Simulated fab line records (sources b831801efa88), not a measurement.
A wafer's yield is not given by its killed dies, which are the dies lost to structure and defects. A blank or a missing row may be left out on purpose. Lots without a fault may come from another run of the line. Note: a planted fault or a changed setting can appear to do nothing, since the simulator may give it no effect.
fab line records    flow sky130
record: lots: 13  wafers: 39  last_day: 50
route steps=708 shown VIA2@510 METAL3@533
lots that met no fault: taken from a fault-free run of the same line
start_h: hours from the record's opening day to when the first of the lot's shown wafers began    wait_h: how many hours have passed since the lot's step before this one    " same as the row above    L1.1+2: several wafers, shown together as one row    - no value, or no start given    * or withheld: withheld    < > ~ a bound
route shown NAME@n: NAME is a module with steps in the file, n the number in the route of the first one    usual: mean and standard deviation over wafers with no fault    same: alike in all rows    chamber/n: place in a boat    sites: the reading at each site    _std_site: the values' standard deviation    _edge_site: the outer-site mean with the inner-site mean subtracted    radius_mm: for every site, how far away it sits from the centre of the wafer    mask NAME#n: copy n    behind: the tool/chamber that last shaped the wafer    hold: why the lot was held/for how many hours/how that ended    device: the n, p or np transistor that did not switch    end of line: tests of these same wafers at the route's end    step lacking rows: just its recipe    killed: not the wafer's yield, but the dies lost to structure and defects at the first sort    map: shows each die of a wafer: x if killed, . if not, _ if none is there
set.NAME: the setting as run; set.NAME@STEP: as run at that earlier step    model.NAME: the simulator's own value behind a step, which no gauge read
steps of the route over a sample of lots; a table a step, a row a wafer
services: a tool's chamber out of use, with start hour (start_h, from the record's first day; less than 0 if before it), hours out, and reason
== steps ==
step: SKY_VIA2_BOW_MEAS_03
recipe: mode: bow
usual: VIA2_BOW: 88/7.4
lot.wafer  tool           chamber  start_h  wait_h  VIA2_BOW[um]
L316.1     film_metro-03  -        820.26   0.1     96
L316.3     "              -        "        "       97
L316.4     "              -        "        "       95
L317.4     film_metro-01  -        822.74   0.2     92
L317.5     "              -        "        "       80
L317.6     "              -        "        "       95
L319.1     film_metro-02  -        847.98   0.2     84
L319.3     "              -        "        "       84
L319.4     "              -        "        "       83
L320.2     film_metro-02  -        849.04   0.2     91
L320.3     "              -        "        "       105
L320.4     "              -        "        "       100
L323.3     film_metro-01  -        880.12   0.1     83
L323.4     "              -        "        "       93
L323.6     "              -        "        "       91
L325.1     film_metro-01  -        894.61   0.2     91
L325.2     "              -        "        "       84
L325.4     "              -        "        "       92
L327.1     film_metro-01  -        904.04   0.1     79
L327.4     "              -        "        "       81
L327.6     "              -        "        "       96
L326.2     film_metro-01  -        904.73   0.1     80
L326.5     "              -        "        "       79
L326.6     "              -        "        "       92
L332.3     film_metro-02  -        945.29   0.2     92
L332.5     "              -        "        "       98
L332.6     "              -        "        "       82
L335.2     film_metro-02  -        959.82   0.1     80
L335.4     "              -        "        "       85
L335.6     "              -        "        "       85
L337.2     film_metro-01  -        973.80   0.1     80
L337.5     "              -        "        "       79
L337.6     "              -        "        "       77
L338.1     film_metro-03  -        1000.94  0.1     93
L338.3     "              -        "        "       87
L338.4     "              -        "        "       71
L339.2     film_metro-02  -        1001.98  0.2     79
L339.4     "              -        "        "       95
L339.5     "              -        "        "       85
step: SKY_VIA2_SOFTBAKE_08
recipe: temp_c: 100  time_s: 90  resist: KrF-thick
usual: run_length_s: 119.09/0.22
lot.wafer  tool            chamber  start_h  wait_h  run_length_s
L316.1     litho_track-01  0        833      -       119.16
L316.3     "               0        "        "       119.40
L316.4     "               0        "        "       119.19
L317.4     litho_track-02  0        835      -       118.98
L317.5     "               0        "        "       118.82
L317.6     "               0        "        "       118.74
L319.1     litho_track-01  0        860      -       119.31
L319.3     "               0        "        "       119.19
L319.4     "               0        "        "       119.13
L320.2     litho_track-04  0        862      -       119.17
L320.3     "               0        "        "       119.33
L320.4     "               0        "        "       119.24
L323.3     litho_track-04  0        892      -       119.19
L323.4     "               0        893      -       119.36
L323.6     "               0        "        "       119.18
L325.1     litho_track-04  0        906      -       119.33
L325.2     "               0        "        "       119.23
L325.4     "               0        907      -       119.17
L327.1     litho_track-01  0        916      -       128.33
L327.4     "               0        "        "       128.44
L327.6     "               0        "        "       128.36
L326.2     litho_track-01  0        917      -       128.53
L326.5     "               0        "        "       128.70
L326.6     "               0        "        "       128.38
L332.3     litho_track-02  0        957      -       118.95
L332.5     "               0        "        "       118.75
L332.6     "               0        "        "       118.89
L335.2     litho_track-02  0        971      -       118.71
L335.4     "               0        "        "       118.74
L335.6     "               0        "        "       118.77
L337.2     litho_track-04  0        985      -       119.34
L337.5     "               0        "        "       119.30
L337.6     "               0        "        "       119.45
L338.1     litho_track-01  0        1011     -       119.05
L338.3     "               0        "        "       119.28
L338.4     "               0        "        "       119.07
L339.2     litho_track-02  0        1013     -       118.90
L339.4     "               0        "        "       119.18
L339.5     "               0        "        "       118.89
step: SKY_METAL3_SPUTTER_01
recipe: material: TiN  target_thk_nm: 20  power_w: 6500  time_s: 16.7  chamber_pressure_pa: 0.4
usual: throttle_valve_pct: 30.0/0.82
lot.wafer  tool            chamber  start_h  wait_h  throttle_valve_pct
L316.1     pvd_sputter-04  -        848.30   0.0     31.0
L316.3     "               -        "        "       29.3
L316.4     "               -        "        "       30.6
L317.4     pvd_sputter-02  -        850.25   0.0     29.4
L317.5     "               -        "        "       31.0
L317.6     "               -        "        "       30.8
L319.1     pvd_sputter-02  -        875.79   0.0     30.7
L319.3     "               -        "        "       30.8
L319.4     "               -        "        "       29.8
L320.2     pvd_sputter-01  -        877.26   0.0     29.3
L320.3     "               -        "        "       31.2
L320.4     "               -        "        "       30.1
L323.3     pvd_sputter-01  -        907.13   0.0     31.2
L323.4     "               -        "        "       29.3
L323.6     "               -        "        "       29.4
L325.1     pvd_sputter-04  -        921.51   0.0     30.6
L325.2     "               -        "        "       30.9
L325.4     "               -        "        "       30.8
L327.1     pvd_sputter-02  -        930.82   0.0     29.4
L327.4     "               -        "        "       29.3
L327.6     "               -        "        "       31.2
L326.2     pvd_sputter-04  -        931.12   0.0     30.6
L326.5     "               -        "        "       30.9
L326.6     "               -        "        "       30.7
L332.3     pvd_sputter-02  -        970.92   0.0     30.6
L332.5     "               -        "        "       29.1
L332.6     "               -        "        "       29.4
L335.2     pvd_sputter-01  -        983.74   0.0     29.1
L335.4     "               -        "        "       30.3
L335.6     "               -        "        "       29.3
L337.2     pvd_sputter-01  -        998.59   0.0     30.3
L337.5     "               -        "        "       30.4
L337.6     "               -        "        "       28.9
L338.1     pvd_sputter-04  -        1025.23  0.0     31.0
L338.3     "               -        "        "       31.0
L338.4     "               -        "        "       29.0
L339.2     pvd_sputter-04  -        1026.43  0.0     30.7
L339.4     "               -        "        "       30.8
L339.5     "               -        "        "       28.8
step: SKY_METAL3_SPUTTER_04
recipe: material: TiN  target_thk_nm: 70  power_w: 6500  time_s: 58.3  chamber_pressure_pa: 0.4
usual: throttle_valve_pct: 30.0/0.82
lot.wafer  tool            chamber  start_h  wait_h  throttle_valve_pct
L316.1     pvd_sputter-04  -        848.39   0.0     30.7
L316.3     "               -        "        "       29.0
L316.4     "               -        "        "       30.7
L317.4     pvd_sputter-02  -        850.33   0.0     29.4
L317.5     "               -        "        "       30.8
L317.6     "               -        "        "       30.4
L319.1     pvd_sputter-02  -        875.88   0.0     30.7
L319.3     "               -        "        "       31.0
L319.4     "               -        "        "       29.3
L320.2     pvd_sputter-01  -        877.34   0.0     29.4
L320.3     "               -        "        "       31.0
L320.4     "               -        "        "       30.0
L323.3     pvd_sputter-01  -        907.21   0.0     31.5
L323.4     "               -        "        "       29.6
L323.6     "               -        "        "       29.3
L325.1     pvd_sputter-04  -        921.59   0.0     30.8
L325.2     "               -        "        "       30.7
L325.4     "               -        "        "       30.5
L327.1     pvd_sputter-02  -        930.90   0.0     29.4
L327.4     "               -        "        "       29.4
L327.6     "               -        "        "       30.9
L326.2     pvd_sputter-04  -        931.20   0.0     30.5
L326.5     "               -        "        "       30.7
L326.6     "               -        "        "       30.6
L332.3     pvd_sputter-02  -        971.00   0.0     30.4
L332.5     "               -        "        "       29.4
L332.6     "               -        "        "       29.5
L335.2     pvd_sputter-01  -        983.82   0.0     28.8
L335.4     "               -        "        "       30.6
L335.6     "               -        "        "       29.7
L337.2     pvd_sputter-01  -        998.68   0.0     30.0
L337.5     "               -        "        "       30.3
L337.6     "               -        "        "       28.9
L338.1     pvd_sputter-04  -        1025.31  0.0     31.1
L338.3     "               -        "        "       30.7
L338.4     "               -        "        "       29.3
L339.2     pvd_sputter-04  -        1026.51  0.0     30.8
L339.4     "               -        "        "       31.1
L339.5     "               -        "        "       28.9
== services ==
tool            chamber  start_h  hours  kind
pvd_sputter-01  -        838.35   1.6    repair
pvd_sputter-04  -        937.41   8.7    repair
pvd_sputter-04  -        964.66   21.3   repair
pvd_sputter-02  -        965.46   5.1    repair
pvd_sputter-01  -        999.93   6.8    repair
== key ==
first_sign: step: SKY_VIA2_SOFTBAKE_08  reading: run_length_s  direction: up  sigmas: 43  usual: *  struck: *
effect none on later readings
met_at SKY_VIA2_SOFTBAKE_08
struck_lots L326,L327
not_acting_at SKY_VIA2_BOW_MEAS_03,SKY_METAL3_SPUTTER_01,SKY_METAL3_SPUTTER_04
onset_between 860 916
fault: kind: process_parameter_drift  tool: litho_track-01  chamber: -  onset_h: 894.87  steps: SKY_VIA2_SOFTBAKE_08  channel: time_s  offset: *  shape: step  end_h: 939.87  acts_in: *  stated: *
